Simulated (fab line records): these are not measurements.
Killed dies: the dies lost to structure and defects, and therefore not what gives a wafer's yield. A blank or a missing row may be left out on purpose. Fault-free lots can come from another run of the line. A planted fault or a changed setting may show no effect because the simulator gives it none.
Chamber matching / flow gf180mcu / GF_CONTACT_CMP_27 on cmp-01: 4 sister chambers
The step polishes, stops on SiO2, t overpolish 15 s, target thk 0 nm. 8 wafers are shown with their chamber, then 7 later ones without.

WAFERS, EACH WITH ITS CHAMBER
wafer=L512.1; chamber=3; motorCurrentA (A)=12.2; timeToEndpointS (s)=79
wafer=L513.6; chamber=3; motorCurrentA (A)=11.8; timeToEndpointS (s)=72
wafer=L517.6; chamber=1; motorCurrentA (A)=13.0; timeToEndpointS (s)=73
wafer=L519.1; chamber=2; motorCurrentA (A)=9.3; timeToEndpointS (s)=70
wafer=L519.2; chamber=0; motorCurrentA (A)=10.0; timeToEndpointS (s)=72
wafer=L519.3; chamber=1; motorCurrentA (A)=12.8; timeToEndpointS (s)=74
wafer=L520.1; chamber=0; motorCurrentA (A)=10.4; timeToEndpointS (s)=67
wafer=L520.2; chamber=2; motorCurrentA (A)=9.3; timeToEndpointS (s)=70

WAFERS WITH NO CHAMBER GIVEN
wafer=L520.4; motorCurrentA (A)=11.4; timeToEndpointS (s)=69
wafer=L521.1; motorCurrentA (A)=11.5; timeToEndpointS (s)=74
wafer=L521.4; motorCurrentA (A)=9.2; timeToEndpointS (s)=72
wafer=L521.5; motorCurrentA (A)=11.8; timeToEndpointS (s)=66
wafer=L530.3; motorCurrentA (A)=11.2; timeToEndpointS (s)=74
wafer=L530.5; motorCurrentA (A)=9.0; timeToEndpointS (s)=77
wafer=L530.6; motorCurrentA (A)=11.4; timeToEndpointS (s)=75

EACH ONE'S CHAMBER
wafer=L520.4; from the rows above=3; in truth=3
wafer=L521.1; from the rows above=3; in truth=3
wafer=L521.4; from the rows above=2; in truth=2
wafer=L521.5; from the rows above=3; in truth=3
wafer=L530.3; from the rows above=can't be placed: 3 or 0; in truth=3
wafer=L530.5; from the rows above=2; in truth=2
wafer=L530.6; from the rows above=3; in truth=3
Placed correctly: 6 of 7. Cannot be placed on the basis of these rows: 1; the candidates contain the true chamber in 1. Number placed wrongly: 0.
How it was worked out, from the rows above alone: a wafer's distance from a chamber is the root of the sum, over the readings, of the square of ((its reading less the chamber's mean) divided by the reading's scatter). If the next closest chamber is less than 2 further off than the closest, the wafer can't be placed; otherwise it belongs to the closest. A chamber's mean is the mean of its shown wafers. The scatter: take each reading less its chamber's mean, square it, sum over the shown wafers, divide by the number of wafers less the number of chambers, and take the root.
